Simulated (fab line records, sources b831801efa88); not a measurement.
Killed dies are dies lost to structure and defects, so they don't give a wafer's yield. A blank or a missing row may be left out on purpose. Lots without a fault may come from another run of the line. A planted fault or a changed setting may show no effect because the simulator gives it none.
Which tool did it? | flow sky130 | 12 lots, 36 wafers sampled, at 3 steps of a route of 708

WHAT THE GAUGES READ, wafer by wafer
SKY_LOCAL_INTERCONNECT_OVL_MEAS_12. Usual: LOCAL_INTERCONNECT_OVL 1 nm, standard deviation 5.4.
lot  | measured     | on         | LOCAL_INTERCONNECT_OVL (nm) | flag
L227 | day 30 08:18 | overlay-01 | -2 -3 0                     |
L228 | day 31 05:17 | overlay-02 | -8 -10 -1                   |
L233 | day 32 15:10 | overlay-01 | 2 0 2                       |
L234 | day 32 20:45 | overlay-02 | -4 -5 5                     |
L235 | day 33 09:57 | overlay-02 | 6 4 4                       |
L236 | day 33 11:53 | overlay-01 | -7 -9 -2                    |
L237 | day 33 20:07 | overlay-01 | -2 -2 -2                    |
L238 | day 34 07:31 | overlay-01 | 5 2 1                       |
L247 | day 36 22:22 | overlay-01 | 12 12 9                     |
L246 | day 37 00:23 | overlay-01 | 1 0 -6                      |
L248 | day 37 05:15 | overlay-02 | 5 4 4                       |
L249 | day 37 16:01 | overlay-02 | 10 -2 -3                    |

WHICH TOOL RAN EACH LOT (tool, then ch and the chambers of the sampled wafers, then the start)
lot  | SKY_LI_CONTACT_STRIP_16              | SKY_LI_CONTACT_SPUTTER_20
L227 | plasma_asher-03 ch 0,1, day 29 02:58 | pvd_sputter-03, day 29 03:20
L228 | plasma_asher-02 ch 0,1, day 29 19:39 | pvd_sputter-02, day 29 20:00
L233 | plasma_asher-03 ch 0,1, day 31 10:46 | pvd_sputter-02, day 31 11:09
L234 | plasma_asher-03 ch 1, day 31 16:56   | pvd_sputter-02, day 31 17:19
L235 | plasma_asher-03 ch 0,1, day 32 06:13 | pvd_sputter-03, day 32 06:35
L236 | plasma_asher-03 ch 0,1, day 32 08:23 | pvd_sputter-01, day 32 08:46
L237 | plasma_asher-02 ch 0,1, day 32 15:49 | pvd_sputter-03, day 32 16:10
L238 | plasma_asher-03 ch 1, day 33 03:38   | pvd_sputter-01, day 33 04:01
L247 | plasma_asher-02 ch 0,1, day 35 18:40 | pvd_sputter-01, day 35 19:14
L246 | plasma_asher-03 ch 0,1, day 35 21:04 | pvd_sputter-03, day 35 21:26
L248 | plasma_asher-03 ch 0, day 36 01:22   | pvd_sputter-01, day 36 01:44
L249 | plasma_asher-04 ch 0,1, day 36 13:14 | pvd_sputter-03, day 36 13:37
- SKY_LI_CONTACT_STRIP_16: strips in O2/N2.
- SKY_LI_CONTACT_SPUTTER_20: material TiN, target thk 20 nm, time 80 s.

WHAT THE TOOLS THEMSELVES READ (means of the sampled wafers that have a number; where no wafer has one, the mark that the record gives instead)
SKY_LI_CONTACT_STRIP_16. Usual: chamber_pressure_mTorr 1500.1 mTorr, standard deviation 1.2; drypump_motor_current_A 5.7 A, standard deviation 0.42; o2_flow_sccm 3000 sccm, standard deviation 8.1; oes_product_au 0.376 a.u., standard deviation 0.0053; strip_time_to_endpoint_s 3.50 s, standard deviation 0.049.
lot  | tool            | chamber_pressure_mTorr (mTorr) | drypump_motor_current_A (A) | o2_flow_sccm (sccm) | oes_product_au (a.u.) | strip_time_to_endpoint_s (s) | flag
L227 | plasma_asher-03 | 1499.9                         | 6.0                         | 3004                | 0.376                 | 3.46                         |
L228 | plasma_asher-02 | 1500.2                         | 5.1                         | 3000                | 0.377                 | 3.53                         |
L233 | plasma_asher-03 | 1499.7                         | 6.0                         | 3001                | 0.378                 | 3.46                         |
L234 | plasma_asher-03 | 1500.8                         | 6.2                         | 3002                | 0.380                 | 3.53                         |
L235 | plasma_asher-03 | 1501.3                         | 6.1                         | 3005                | 0.375                 | 3.45                         |
L236 | plasma_asher-03 | 1501.2                         | 6.1                         | 2990                | 0.383                 | 3.50                         |
L237 | plasma_asher-02 | 1500.2                         | 5.1                         | 2991                | 0.378                 | 3.56                         |
L238 | plasma_asher-03 | 1500.1                         | 6.2                         | 3002                | 0.374                 | 3.50                         |
L247 | plasma_asher-02 | 1500.5                         | 5.1                         | 3009                | 0.376                 | 3.44                         |
L246 | plasma_asher-03 | 1499.5                         | 6.0                         | 2998                | 0.378                 | 3.53                         |
L248 | plasma_asher-03 | 1500.6                         | 5.9                         | 2996                | 0.374                 | 3.52                         |
L249 | plasma_asher-04 | 1499.4                         | 5.7                         | 2998                | 0.377                 | 3.46                         |

SKY_LI_CONTACT_SPUTTER_20. Usual: throttle_valve_pct 29.6 %, standard deviation 0.96.
lot  | tool           | throttle_valve_pct (%) | flag
L227 | pvd_sputter-03 | 29.4                   |
L228 | pvd_sputter-02 | 29.1                   |
L233 | pvd_sputter-02 | 29.2                   |
L234 | pvd_sputter-02 | 29.9                   |
L235 | pvd_sputter-03 | 30.9                   |
L236 | pvd_sputter-01 | 29.5                   |
L237 | pvd_sputter-03 | 29.9                   |
L238 | pvd_sputter-01 | 29.4                   |
L247 | pvd_sputter-01 | 29.4                   |
L246 | pvd_sputter-03 | 31.1                   |
L248 | pvd_sputter-01 | 29.8                   |
L249 | pvd_sputter-03 | 29.4                   |

THE ANSWER, worked out from the rows above alone
Rule: a lot is off if the mean of its wafers that have a number lies more than 3 standard deviations from the usual mean. A lot without any number at a reading at which 4 lots or more have one is off too. The other lots that the step has rows for count as sound. The gauges are gone through in route order, then the tools' own readings, and for those a lot's mean is taken as printed above. The first step at which some lot is off is used, and at that step the reading that is off furthest; a lot without a number counts as furthest.
No lot is off at any reading shown: from this, nothing can be told.

WHAT THE SIMULATOR HAD PUT IN
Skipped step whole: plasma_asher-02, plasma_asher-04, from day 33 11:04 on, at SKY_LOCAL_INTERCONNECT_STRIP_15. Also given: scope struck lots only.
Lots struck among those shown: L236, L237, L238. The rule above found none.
